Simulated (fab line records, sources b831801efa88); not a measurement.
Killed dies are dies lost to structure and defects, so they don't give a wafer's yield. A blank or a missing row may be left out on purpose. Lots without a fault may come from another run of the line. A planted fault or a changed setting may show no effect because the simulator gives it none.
Problem report in the 8D (eight disciplines) form, filled by code | flow sky130 | the parts of the form that need people (team, actions taken, sign-off) are left out

1. THE PROBLEM
beam_energy_keV at SKY_LDD_LDN_IMPLANT_10 reads a mean of 14.316 on 6 wafers of 2 lots; wafers without a fault read 15.000 with a standard deviation of 0.0047. That is -99 or more standard deviations from the usual mean.
First seen on wafer L749.1, day 28 07:17, on implanter-01. The record holds 18 wafers of 6 lots with a number at this step. Rule for "out", or "out of limits": more than 4 standard deviations from the usual mean. The other wafers with a number count as sound.

2. WHAT IT IS AND WHAT IT IS NOT
question                    | is                     | is not
which readings at this step | beam_energy_keV        | -
which lots                  | L749, L750             | L742, L744, L748, L757
which wafers of those lots  | all that have a number | -
read on which tools         | implanter-01           | implanter-02, implanter-03
when                        | from day 28 07:17      | up to then (9 sound wafers); but 3 sound wafers of L757 came after

3. SUSPECTS, AND WHAT RULES EACH OUT
Counting: a tool at a process step up to the reading stays a suspect if it ran every lot that is out and no sound lot after the first of them.
- plasma_asher-01 at SKY_LDD_HVP_STRIP_09 (strips in O2/N2): kept. It ran every lot that is out, first L749 (day 27 01:17), and no sound lot after that; its last sound lot up to then is L748 (day 26 21:39).
- implanter-01 at SKY_LDD_LDN_IMPLANT_10: kept. It ran every lot that is out, first L749 (day 28 07:17), and no sound lot after that; its last sound lot up to then is L744 (day 26 18:46). Its own readings are out on those wafers: beam_energy_keV.
Left after counting: plasma_asher-01 at SKY_LDD_HVP_STRIP_09, implanter-01 at SKY_LDD_LDN_IMPLANT_10.

4. THE CAUSE (what the simulator had put in)
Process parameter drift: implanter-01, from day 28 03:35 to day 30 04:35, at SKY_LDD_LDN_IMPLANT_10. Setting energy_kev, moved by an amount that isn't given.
Counting left 2 suspects, and this tool is among them.

5. THE CHAIN OF EFFECTS, in route order
Each row: a reading whose mean over the struck wafers that have a number lies more than 3 standard deviations from the usual. Only readings for which the record gives a usual standard deviation are gone through. hours: the time from each lot's start at the first step in this table that gives one to its start at this step, as a median over the lots. sigmas: the change in usual standard deviations.
hours | step                   | reading         | usual  | on struck wafers | change | sigmas
0     | SKY_LDD_LDN_IMPLANT_10 | beam_energy_keV | 15.000 | 14.316           | -0.684 | -99 or more
The process steps in it:
- SKY_LDD_LDN_IMPLANT_10

6. WHAT WOULD HAVE CAUGHT IT SOONER
In this record the first reading out of limits was taken at day 28 07:17, 4 hours after the fault began at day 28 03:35.
